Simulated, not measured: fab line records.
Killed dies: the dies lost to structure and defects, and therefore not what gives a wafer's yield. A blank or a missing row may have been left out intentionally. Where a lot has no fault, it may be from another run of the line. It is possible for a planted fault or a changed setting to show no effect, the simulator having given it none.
fab line records + flow sky130
record
- lots=6
- wafers=18
- lastDay=49
route steps=708 shown METAL5@680 PASSIVATION@681 PAD_OPEN@694
lots untouched by any fault: they come from a run of this same line in which no faults occurred
startH: hours from the record's opening day to when the first of the lot's shown wafers began + waitH: hours from the lot's prior step to this one + " as in the row above + L1.1+2: one row covering several wafers at once + - no value, or no start was given + * or withheld: withheld + < > ~ a bound
route shown NAME@n: names a module that has steps shown in the file, with the first one's number in the route + usual: mean/standard deviation of fault-free wafers + same: alike in all rows + chamber/n: place in a boat + sites: per-site readings + _std_site: their standard deviation + _edge_site: mean of outer sites minus mean of inner sites + radiusMm: how far each site lies from the wafer's centre + mask NAME#n: copy n + behind: tool/chamber where the wafer was last shaped + hold: why the lot went on hold/how many hours it stayed there/how the hold came to an end + device: the transistor (n, p or np) that didn't switch + end of line: the same wafers' tests at the end of the route + a step without rows: its recipe alone + killed: dies lost to structure and defects at the first sort, not the wafer's yield + map: a wafer's dies, x killed, . not, _ none there
set.NAME: setting as actually run; set.NAME@STEP: the setting as run at that earlier step + model.NAME: the simulator's own value behind a step, which no gauge read
a table for each step, a row for each wafer; lots at some steps of the route
services: the hour from which a tool's chamber was out of use, counted from the record's first day as startH (under 0 if before that day), plus the number of hours and why
## steps
# step SKY_METAL5_CLEAN_19
# recipe
- chemistry=O3/DIW
- dry=n2Spin
# step SKY_PASSIVATION_CVD_00
# recipe
- material=SiO2
- targetThkNm=90
- tempC=400
- timeS=withheld
- rfW=600
# usual
- heaterPowerW=626/100
| lot.wafer | tool     | chamber | startH  | waitH | heaterPowerW |
|-----------|----------|---------|---------|-------|--------------|
| L696.1    | pecvd-04 | 0       | 1066.93 | 0.0   | 643          |
| L696.2    | "        | 2       | "       | "     | 589          |
| L696.5    | "        | 2       | "       | "     | 463          |
| L699.2    | pecvd-02 | 2       | 1081.74 | 0.0   | 639          |
| L699.5    | "        | 0       | "       | "     | 585          |
| L699.6    | "        | 2       | "       | "     | 652          |
| L706.3    | pecvd-01 | 0       | 1123.28 | 0.0   | 778          |
| L706.4    | "        | 0       | "       | "     | 820          |
| L706.5    | "        | 1       | "       | "     | 552          |
| L707.1    | pecvd-04 | 1       | 1123.39 | 0.0   | 452          |
| L707.3    | "        | 2       | "       | "     | 481          |
| L707.6    | "        | 2       | "       | "     | 493          |
| L704.1    | pecvd-02 | 2       | 1128.24 | 0.0   | 655          |
| L704.3    | "        | 0       | "       | "     | 596          |
| L704.6    | "        | 2       | "       | "     | 657          |
| L710.2    | pecvd-02 | 2       | 1141.86 | 0.0   | 632          |
| L710.3    | "        | 1       | "       | "     | 630          |
| L710.6    | "        | 2       | "       | "     | 635          |
# step SKY_PASSIVATION_THK_MEAS_01
# recipe
- reads=SiO2_of_PASSIVATION_CVD_00
# usual
- PASSIVATION_CVD_00_THK=90.2/1.2
| lot.wafer | tool         | chamber | startH  | waitH | PASSIVATION_CVD_00_THK[nm] |
|-----------|--------------|---------|---------|-------|----------------------------|
| L696.1    | filmMetro-03 | -       | 1066.96 | -     | 88.5                       |
| L696.2    | "            | -       | "       | "     | 89.0                       |
| L696.5    | "            | -       | "       | "     | 90.1                       |
| L699.2    | filmMetro-03 | -       | 1081.77 | -     | 90.3                       |
| L699.5    | "            | -       | "       | "     | 91.7                       |
| L699.6    | "            | -       | "       | "     | 92.4                       |
| L706.3    | filmMetro-02 | -       | 1123.32 | -     | 89.7                       |
| L706.4    | "            | -       | "       | "     | 91.4                       |
| L706.5    | "            | -       | "       | "     | 91.4                       |
| L707.1    | filmMetro-04 | -       | 1123.41 | -     | 88.5                       |
| L707.3    | "            | -       | "       | "     | 89.7                       |
| L707.6    | "            | -       | "       | "     | 91.4                       |
| L704.1    | filmMetro-04 | -       | 1128.27 | -     | 89.7                       |
| L704.3    | "            | -       | "       | "     | 89.7                       |
| L704.6    | "            | -       | "       | "     | 91.1                       |
| L710.2    | filmMetro-04 | -       | 1141.90 | -     | 90.9                       |
| L710.3    | "            | -       | "       | "     | 90.3                       |
| L710.6    | "            | -       | "       | "     | 92.5                       |
# step SKY_PASSIVATION_CVD_02
# recipe
- material=Si3N4
- targetThkNm=540
- tempC=400
- timeS=withheld
- rfW=450
# usual
- heaterPowerW=682/100
| lot.wafer | tool     | chamber | startH  | waitH | heaterPowerW |
|-----------|----------|---------|---------|-------|--------------|
| L696.1    | pecvd-01 | 2       | 1067.02 | 0.1   | 836          |
| L696.2    | "        | 1       | "       | "     | 646          |
| L696.5    | "        | 2       | "       | "     | 717          |
| L699.2    | pecvd-04 | 0       | 1081.82 | 0.0   | 675          |
| L699.5    | "        | 0       | "       | "     | 701          |
| L699.6    | "        | 2       | "       | "     | 513          |
| L706.3    | pecvd-02 | 2       | 1123.36 | 0.0   | 740          |
| L706.4    | "        | 2       | "       | "     | 575          |
| L706.5    | "        | 1       | "       | "     | 606          |
| L707.1    | pecvd-01 | 0       | 1123.47 | 0.1   | 951          |
| L707.3    | "        | 1       | "       | "     | 639          |
| L707.6    | "        | 1       | "       | "     | 648          |
| L704.1    | pecvd-01 | 1       | 1128.33 | 0.1   | 588          |
| L704.3    | "        | 0       | "       | "     | 907          |
| L704.6    | "        | 2       | "       | "     | 846          |
| L710.2    | pecvd-01 | 2       | 1141.95 | 0.0   | 745          |
| L710.3    | "        | 0       | "       | "     | 885          |
| L710.6    | "        | 1       | "       | "     | 625          |
# step SKY_PASSIVATION_THK_MEAS_03
# recipe
- reads=Si3N4_of_PASSIVATION_CVD_02
# usual
- PASSIVATION_CVD_02_THK=540/6.4
| lot.wafer | tool         | chamber | startH  | waitH | PASSIVATION_CVD_02_THK[nm] |
|-----------|--------------|---------|---------|-------|----------------------------|
| L696.1    | filmMetro-03 | -       | 1067.36 | -     | 536                        |
| L696.2    | "            | -       | "       | "     | 527                        |
| L696.5    | "            | -       | "       | "     | 541                        |
| L699.2    | filmMetro-03 | -       | 1082.08 | -     | 531                        |
| L699.5    | "            | -       | "       | "     | 544                        |
| L699.6    | "            | -       | "       | "     | 542                        |
| L706.3    | filmMetro-02 | -       | 1123.60 | -     | 535                        |
| L706.4    | "            | -       | "       | "     | 550                        |
| L706.5    | "            | -       | "       | "     | 548                        |
| L707.1    | filmMetro-04 | -       | 1123.70 | -     | 536                        |
| L707.3    | "            | -       | "       | "     | 530                        |
| L707.6    | "            | -       | "       | "     | 536                        |
| L704.1    | filmMetro-02 | -       | 1128.55 | -     | 535                        |
| L704.3    | "            | -       | "       | "     | 539                        |
| L704.6    | "            | -       | "       | "     | 551                        |
| L710.2    | filmMetro-03 | -       | 1142.18 | -     | 539                        |
| L710.3    | "            | -       | "       | "     | 535                        |
| L710.6    | "            | -       | "       | "     | 540                        |
# step SKY_PASSIVATION_DEHYDRATE_04
# recipe
- tempC=200
- timeS=60
# step SKY_PASSIVATION_HMDS_05
# recipe
- primeTimeS=60
- primeTempC=120
# step SKY_PASSIVATION_COAT_06
# recipe
- spinRpm=2000
- resistThkNm=3000
# step SKY_PASSIVATION_SOFTBAKE_07
# recipe
- tempC=110
- timeS=withheld
# step SKY_PASSIVATION_EXPOSE_08
# recipe
- maskId=NSM
- targetCdNm=3000
- na=0.57
- doseMj=260
# step SKY_PASSIVATION_PEB_09
# recipe
- tempC=115
- timeS=withheld
# step SKY_PASSIVATION_DEVELOP_10
# recipe
- developTimeS=60
- devTempC=23
# step SKY_PASSIVATION_ETCH_11
# recipe
- chemistry=CF4/O2
- targetDepthNm=725
- stopOn=AlCu
- sourceW=800
- biasW=150
- pressureMtorr=150
- cf4FlowSccm=80
- O2_flow_sccm=10
- timeS=161.1
# usual
- chamberPressureMTorr=150.01/0.12
- drypumpMotorCurrentA=5.6/0.36
- oesProductAu=0.978/0.007
- rfFwdPowerW=796.6/2.7
- throttleValvePct=5.964/0.0091
| lot.wafer | tool       | chamber | startH  | waitH | chamberPressureMTorr | drypumpMotorCurrentA | oesProductAu | rfFwdPowerW | rfHoursCounterH | throttleValvePct | model.coat_of_PASSIVATION_COAT_06.thkNm |
|-----------|------------|---------|---------|-------|----------------------|----------------------|--------------|-------------|-----------------|------------------|-----------------------------------------|
| L696.1    | rieDiel-03 | 1       | 1088.73 | -     | 150.10               | 5.5                  | 0.971        | 793.4       | 15              | 5.974            | 2496                                    |
| L696.2    | "          | 0       | "       | "     | 150.19               | 5.8                  | 0.965        | 796.2       | 2               | 5.949            | 2488                                    |
| L696.5    | "          | 1       | "       | "     | 150.09               | 5.5                  | 0.980        | 795.7       | -               | 5.958            | 2491                                    |
| L699.2    | rieDiel-02 | 0       | 1101.87 | -     | 149.93               | 5.6                  | 0.969        | 800.6       | 23              | 5.958            | 2504                                    |
| L699.5    | "          | 1       | "       | "     | 150.30               | 5.7                  | 0.986        | 797.7       | -               | 5.960            | 2515                                    |
| L699.6    | "          | 2       | "       | "     | 149.92               | 6.0                  | 0.974        | 797.9       | -               | 5.960            | 2503                                    |
| L706.3    | rieDiel-02 | 2       | 1142.23 | -     | 149.96               | 6.0                  | 0.977        | 799.0       | 18              | 5.958            | 2504                                    |
| L706.4    | "          | 1       | "       | "     | 149.88               | 5.7                  | 0.988        | 797.6       | 11              | 5.969            | 2522                                    |
| L706.5    | "          | 1       | "       | "     | 150.09               | 5.7                  | 0.985        | 794.3       | -               | 5.948            | 2510                                    |
| L707.1    | rieDiel-04 | 2       | 1142.58 | -     | 149.99               | 5.2                  | 0.972        | 800.3       | 28              | 5.967            | 2509                                    |
| L707.3    | "          | 2       | "       | "     | 150.04               | 5.2                  | 0.961        | 798.9       | -               | 5.969            | 2497                                    |
| L707.6    | "          | 0       | "       | "     | 150.16               | 5.1                  | 0.972        | 799.0       | -               | 5.984            | 2491                                    |
| L704.1    | rieDiel-03 | 0       | 1147.13 | -     | 149.81               | 5.8                  | 0.985        | 925.3       | 4               | 5.972            | 2430                                    |
| L704.3    | "          | 3       | "       | "     | 149.99               | 5.5                  | 0.979        | 920.9       | 2               | 5.959            | 2443                                    |
| L704.6    | "          | 2       | "       | "     | 150.01               | 6.3                  | 0.987        | 925.2       | -               | 5.962            | 2438                                    |
| L710.2    | rieDiel-03 | 1       | 1160.38 | -     | 149.97               | 5.5                  | 0.984        | 922.8       | 18              | 5.961            | 2443                                    |
| L710.3    | "          | 0       | "       | "     | 149.98               | 5.8                  | 0.980        | 924.6       | 5               | 5.970            | 2425                                    |
| L710.6    | "          | 1       | "       | "     | 150.02               | 5.5                  | 0.972        | 923.2       | -               | 5.963            | 2433                                    |
# step SKY_PASSIVATION_STRIP_12
# recipe
- chemistry=O2/N2
- powerW=1400
- pressureMtorr=1500
- platenTempC=withheld
- overashFraction=0.7
- o2FlowSccm=3000
- n2FlowSccm=300
# usual
- chamberPressureMTorr=1500.0/1.5
- drypumpMotorCurrentA=5.6/0.43
- oesProductAu=0.662/0.0047
- stripTimeToEndpointS=31.47/0.12
| lot.wafer | tool           | chamber | startH  | waitH | chamberPressureMTorr | drypumpMotorCurrentA | oesProductAu | rfHoursCounterH | stripTimeToEndpointS |
|-----------|----------------|---------|---------|-------|----------------------|----------------------|--------------|-----------------|----------------------|
| L696.1    | plasmaAsher-04 | 0       | 1088.84 | 0.1   | 1498.5               | 5.8                  | 0.662        | 65              | 31.27                |
| L696.2    | "              | 1       | "       | "     | 1497.9               | 6.0                  | 0.655        | 65              | 31.16                |
| L696.5    | "              | 0       | "       | "     | 1499.6               | 5.8                  | 0.657        | -               | 31.20                |
| L699.2    | plasmaAsher-03 | 0       | 1101.98 | 0.1   | 1500.6               | 4.9                  | 0.669        | 4               | 31.37                |
| L699.5    | "              | 0       | "       | "     | 1499.8               | 4.9                  | 0.668        | -               | 31.51                |
| L699.6    | "              | 1       | "       | "     | 1499.2               | 5.8                  | 0.655        | -               | 31.36                |
| L706.3    | plasmaAsher-01 | 0       | 1142.37 | 0.1   | 1499.6               | 5.8                  | 0.653        | -               | 31.38                |
| L706.4    | "              | 1       | "       | "     | 1498.5               | 5.9                  | 0.664        | -               | 31.58                |
| L706.5    | "              | 0       | "       | "     | 1497.4               | 5.8                  | 0.649        | -               | 31.43                |
| L707.1    | plasmaAsher-03 | 1       | 1142.74 | 0.1   | 1502.3               | 5.8                  | 0.663        | 7               | 31.44                |
| L707.3    | "              | 0       | "       | "     | 1499.3               | 4.9                  | 0.670        | -               | 31.30                |
| L707.6    | "              | 0       | "       | "     | 1499.6               | 4.9                  | 0.664        | -               | 31.21                |
| L704.1    | plasmaAsher-03 | 1       | 1147.24 | 0.1   | 1499.0               | 5.8                  | 0.662        | 8               | 30.53                |
| L704.3    | "              | 0       | "       | "     | 1499.4               | 4.9                  | 0.657        | -               | 30.68                |
| L704.6    | "              | 0       | "       | "     | 1499.2               | 4.9                  | 0.667        | -               | 30.60                |
| L710.2    | plasmaAsher-03 | 1       | 1160.48 | 0.1   | 1500.4               | 5.8                  | 0.656        | 9               | 30.69                |
| L710.3    | "              | 0       | "       | "     | 1500.5               | 4.9                  | 0.663        | -               | 30.47                |
| L710.6    | "              | 0       | "       | "     | 1500.2               | 4.9                  | 0.667        | -               | 30.56                |
# step SKY_PAD_OPEN_DEHYDRATE_00
# recipe
- tempC=200
- timeS=60
# step SKY_PAD_OPEN_PROBE_99
# usual
- defectLimitedYield=82.4/2.2
- killed_at_M0_to_M3=44/7.7
- killed_at_M4_up=3.2/1.7
- killedAtContacts=24/5.3
- killedAtFrontEnd=15/4.3
- killedAtOther=0.3/0.57
- killedDies=87/11
- killedOpen=47/7.4
- killedShort=40/6.5
- sort_bin_3_pad_short=0.8/0.4
- sort_bin_5_function=10.5/1.6
- sort_bin_6_memory=6.3/1.2
- sortNPass=405/11
- sortYieldPct=82.4/2.2
# same
- grossDies=492
- killedAtBackSide=0
- sort_bin_4_leakage[%]=0
- sort_bin_8_speed[%]=0
| lot.wafer | tool      | chamber | startH  | waitH | defectLimitedYield[%] | killed_at_M0_to_M3 | killed_at_M4_up | killedAtContacts | killedAtFrontEnd | killedAtOther | killedDies | killedOpen | killedShort | sort_bin_3_pad_short[%] | sort_bin_5_function[%] | sort_bin_6_memory[%] | sortNPass | sortYieldPct[%] |
|-----------|-----------|---------|---------|-------|-----------------------|--------------------|-----------------|------------------|------------------|---------------|------------|------------|-------------|-------------------------|------------------------|----------------------|-----------|-----------------|
| L696.1    | prober-02 | -       | 1111.25 | 0.1   | 84.3                  | 40                 | 6               | 22               | 9                | 0             | 77         | 39         | 38          | 0.8                     | 10.0                   | 4.9                  | 415       | 84.3            |
| L696.2    | prober-02 | -       | 1111.30 | 0.1   | 82.1                  | 45                 | 4               | 28               | 11               | 0             | 88         | 54         | 34          | 1.0                     | 9.6                    | 7.3                  | 404       | 82.1            |
| L696.5    | prober-02 | -       | 1111.45 | 0.2   | 82.7                  | 41                 | 3               | 29               | 11               | 1             | 85         | 44         | 41          | 1.6                     | 10.0                   | 5.7                  | 407       | 82.7            |
# killed by level:class
L696.1 VIA1:geometricParticle:open=9 LI_CONTACT:geometricParticle:open=8 VIA3:geometricParticle:open=7 METAL1:geometricParticle:short=6 METAL2:geometricParticle:short=6 LOCAL_INTERCONNECT:geometricParticle:short=5 METAL4:geometricParticle:short=4 LI_CONTACT:geometricParticle:short=3
L696.2 CONTACT:geometricParticle:open=15 VIA1:geometricParticle:open=12 VIA2:geometricParticle:open=9 VIA3:geometricParticle:open=8 CONTACT:geometricParticle:short=6 METAL2:geometricParticle:short=5 FIELD_ISO:geometricParticle:short=3 POLY_GATE:geometricParticle:short=3
L696.5 CONTACT:geometricParticle:open=12 VIA2:geometricParticle:open=9 LOCAL_INTERCONNECT:geometricParticle:short=6 CONTACT:geometricParticle:short=6 VIA3:geometricParticle:open=6 LI_CONTACT:geometricParticle:open=5 VIA1:geometricParticle:short=4 VIA1:geometricParticle:open=4
## services
| tool           | chamber | startH  | hours | kind          |
|----------------|---------|---------|-------|---------------|
| pecvd-02       | 0       | 1045.94 | 16.5  | scheduledDown |
| rieDiel-02     | 3       | 1045.98 | 4.2   | repair        |
| plasmaAsher-03 | -       | 1055.25 | 9.0   | pm            |
| plasmaAsher-03 | 0       | 1055.25 | 9.0   | ventCycle     |
| plasmaAsher-03 | 1       | 1055.25 | 9.0   | ventCycle     |
| pecvd-04       | 1       | 1061.05 | 13.1  | repair        |
| plasmaAsher-03 | 0       | 1064.25 | -     | clean         |
| plasmaAsher-03 | 1       | 1064.25 | -     | clean         |
| pecvd-01       | 0       | 1066.96 | 5.5   | scheduledDown |
| plasmaAsher-01 | -       | 1070.76 | 2.4   | repair        |
| pecvd-01       | 2       | 1071.84 | -     | calibration   |
| rieDiel-04     | -       | 1076.99 | 2.8   | pm            |
| pecvd-01       | 2       | 1077.33 | 39.0  | repair        |
| rieDiel-03     | 1       | 1080.54 | 6.2   | repair        |
| plasmaAsher-03 | -       | 1100.52 | 0.3   | repair        |
| rieDiel-04     | 1       | 1101.58 | 2.8   | repair        |
| rieDiel-03     | 0       | 1114.23 | 3.0   | repair        |
| rieDiel-02     | -       | 1125.82 | 2.8   | pm            |
| rieDiel-04     | 1       | 1127.64 | 18.7  | repair        |
| rieDiel-04     | 3       | 1137.37 | 12.0  | repair        |
| pecvd-04       | -       | 1138.00 | 6.0   | pm            |
| pecvd-01       | -       | 1143.48 | 2.8   | pm            |
| rieDiel-03     | 3       | 1156.36 | 7.1   | repair        |
| plasmaAsher-01 | -       | 1158.46 | 0.6   | repair        |
## key
firstSign
- step=SKY_PASSIVATION_ETCH_11
- reading=rfFwdPowerW
- direction=up
- sigmas=46
- usual=796.6
- struck=923.7
effect
- step=SKY_PASSIVATION_STRIP_12
- reading=stripTimeToEndpointS
- direction=down
- sigmas=7.2
- usual=*
- struck=*
modelEffect
- step=SKY_PASSIVATION_ETCH_11
- value=coat_of_PASSIVATION_COAT_06.thkNm
- without=2504
- struck=2435
metAt SKY_PASSIVATION_ETCH_11
struckWafers L704.1,L704.3,L704.6,L710.2,L710.3,L710.6
onsetBetween 1088.73 1147.13
fault
- kind=processParameterDrift
- tool=rieDiel-03
- chamber=-
- onsetH=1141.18
- steps=SKY_PASSIVATION_ETCH_11
- channel=sourceW
- offset=128
- shape=step
- endH=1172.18
- actsIn=theseRecipesOnly
- stated=800
